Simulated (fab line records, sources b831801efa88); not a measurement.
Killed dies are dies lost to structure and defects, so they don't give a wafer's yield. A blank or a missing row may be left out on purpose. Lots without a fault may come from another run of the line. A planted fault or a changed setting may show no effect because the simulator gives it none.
One fault seen from 2 desks | flow gf180mcu | each desk has only its own numbers; what lay behind them comes last

THE METROLOGY DESK
What the gauges read, lot by lot, whatever tool the lot ran on: means of the sampled wafers that have a number. A lot is out of limits, marked OUT, if its mean lies more than 4 standard deviations from the usual mean; the brackets give that distance.
Columns: A = STI_CVD_03_THK at GF_STI_THK_MEAS_04, usual 206.2 nm; B = STI_CVD_23_THK at GF_STI_THK_MEAS_24, usual 656 nm
lot  | first seen here | A     | B
L855 | day 1 13:34     | 203.3 | 668
L857 | day 2 01:05     | 207.0 | 666
L858 | day 2 04:38     | 208.6 | 660
L859 | day 2 09:35     | 206.8 | 659
L861 | day 2 19:35     | 206.7 | 668
L864 | day 3 10:56     | 207.1 | 650
L865 | day 3 16:08     | 207.1 | 667
L867 | day 4 03:23     | 203.7 | 640
L868 | day 4 07:31     | 207.9 | 662
L869 | day 4 12:56     | 207.4 | 661
L870 | day 4 16:35     | 203.4 | 639
L871 | day 4 21:49     | 204.5 | 669
L875 | day 5 19:56     | 204.3 | 667
This desk's finding: nothing out of limits on any of the 13 lots.

THE TOOL OWNER'S DESK: rie_diel-01
The tool's own readings at GF_STI_ETCH_13 (etches the open film in CHF3/O2, stops on Si, target depth 282.31 nm, time 112.9 s): means of the sampled wafers that have a number, for each lot that ran on this tool. A lot is out of limits, marked OUT, if its mean lies more than 4 standard deviations from the usual mean; the brackets give that distance.
Columns: A = bias_w at GF_STI_ETCH_13, usual 200.0 W; B = chamber_pressure_mTorr at GF_STI_ETCH_13, usual 40.00 mTorr; C = drypump_motor_current_A at GF_STI_ETCH_13, usual 5.7 A; D = oes_product_au at GF_STI_ETCH_13, usual 0.830 a.u.; E = throttle_valve_pct at GF_STI_ETCH_13, usual 8.810 %
lot  | first seen here | A               | B     | C   | D     | E
L857 | day 2 12:46     | 200.2           | 39.97 | 6.3 | 0.833 | 8.823
L858 | day 2 16:34     | 200.1           | 39.96 | 6.2 | 0.835 | 8.817
L861 | day 3 08:19     | 199.6           | 40.03 | 6.4 | 0.830 | 8.809
L864 | day 4 00:22     | 200.2           | 40.00 | 5.4 | 0.836 | 8.804
L867 | day 4 17:59     | 199.9           | 40.00 | 5.9 | 0.827 | 8.810
L868 | day 4 21:31     | 200.4           | 39.96 | 5.9 | 0.833 | 8.814
L870 | day 5 06:37     | 163.3 (-59) OUT | 39.97 | 5.8 | 0.825 | 8.816
L875 | day 6 09:58     | 162.5 (-61) OUT | 40.03 | 6.3 | 0.827 | 8.812
This desk's finding: out of limits on L870, L875; first on L870, day 5 06:37 (bias_w at GF_STI_ETCH_13). In limits: L857, L858, L861, L864, L867, L868.

PUT TOGETHER
The tool owner's desk could have raised an alarm at day 5 06:37, on L870, L875.
The metrology desk saw nothing out of limits.
The metrology desk has L870, L875 on record, within its limits.
Of the lots named, all ran GF_STI_ETCH_13 on rie_diel-01.

WHAT THE SIMULATOR HAD PUT IN
Process parameter drift: rie_diel-01, from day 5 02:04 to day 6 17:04, at GF_STI_ETCH_13. Setting bias_w, moved by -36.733, from 200. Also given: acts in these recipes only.
Lots struck among those shown: L870, L875.
Hours from the fault's start to each desk's first reading out of limits: the tool owner's desk, 5.
